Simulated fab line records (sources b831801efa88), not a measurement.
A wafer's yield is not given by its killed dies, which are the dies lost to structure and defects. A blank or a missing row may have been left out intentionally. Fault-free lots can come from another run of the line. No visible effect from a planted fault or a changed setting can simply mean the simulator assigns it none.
Problem report, 8D (eight disciplines) form, completed by code -- flow sky130 -- the parts of the form that need people (team, actions taken, sign-off) are left out

## 1. WHAT IS WRONG
doseIonsCm2 at SKY_LDD_N_IMPLANT_14 reads a mean of 7e+12 on 6 wafers of 2 lots; wafers without a fault read 5e+12 with a standard deviation of 5.6e+09. So: +99 or more standard deviations from the usual mean.
First seen on wafer L612.4, day 22 11:32, on implanter-02. The record holds 18 wafers of 6 lots with a number at this step. Rule for "out", or "out of limits": more than 4 standard deviations from the usual mean. The rest of the wafers with a number are treated as sound.

## 2. WHAT IT IS, WHAT IT ISN'T
question,is,is not
which readings at this step,"doseIonsCm2, faradayCurrentUA",-
which lots,"L612, L613","L602, L604, L614, L623"
which wafers of those lots,all that have a number,-
read on which tools,implanter-02,"implanter-03, implanter-04"
when,from day 22 11:32,"up to then (6 sound wafers); but 6 sound wafers of L614, L623 came after"

## 3. SUSPECTS, AND WHAT RULES EACH OUT
Counting: a tool at a process step up to the reading stays a suspect if it ran every lot that is out and no sound lot after the first of them.
- implanter-02 at SKY_LDD_N_IMPLANT_14: kept. It ran every lot that is out, first L612 (day 22 11:32), and no sound lot after that; its last sound lot up to then is L602 (day 18 20:53). Out on those wafers are its own readings of doseIonsCm2, faradayCurrentUA.
After counting, what remains is implanter-02 at SKY_LDD_N_IMPLANT_14.

## 4. THE CAUSE (what the simulator had put in)
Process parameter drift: implanter-02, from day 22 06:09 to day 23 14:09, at SKY_LDD_N_IMPLANT_14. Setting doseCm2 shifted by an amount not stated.
Only this tool survived the counting.

## 5. THE EFFECT CHAIN, in route order
Rows list readings where the struck wafers' mean (over those with a number) sits beyond 3 standard deviations from the usual. Only readings for which the record gives a usual standard deviation are gone through. hours: the time from each lot's start at the first step in this table that gives one to its start at this step, as a median over the lots. sigmas: the change in usual standard deviations.
hours,step,reading,usual,on struck wafers,change,sigmas
0,SKY_LDD_N_IMPLANT_14,doseIonsCm2,5e+12,7e+12,+2e+12,+99 or more
0,SKY_LDD_N_IMPLANT_14,faradayCurrentUA,28.2,41.5,+13.3,+24
Here are the process steps it includes:
- SKY_LDD_N_IMPLANT_14

## 6. HOW IT WOULD HAVE BEEN CAUGHT EARLIER
In this record the first reading out of limits was taken at day 22 11:32, 5 hours after the fault began at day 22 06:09.
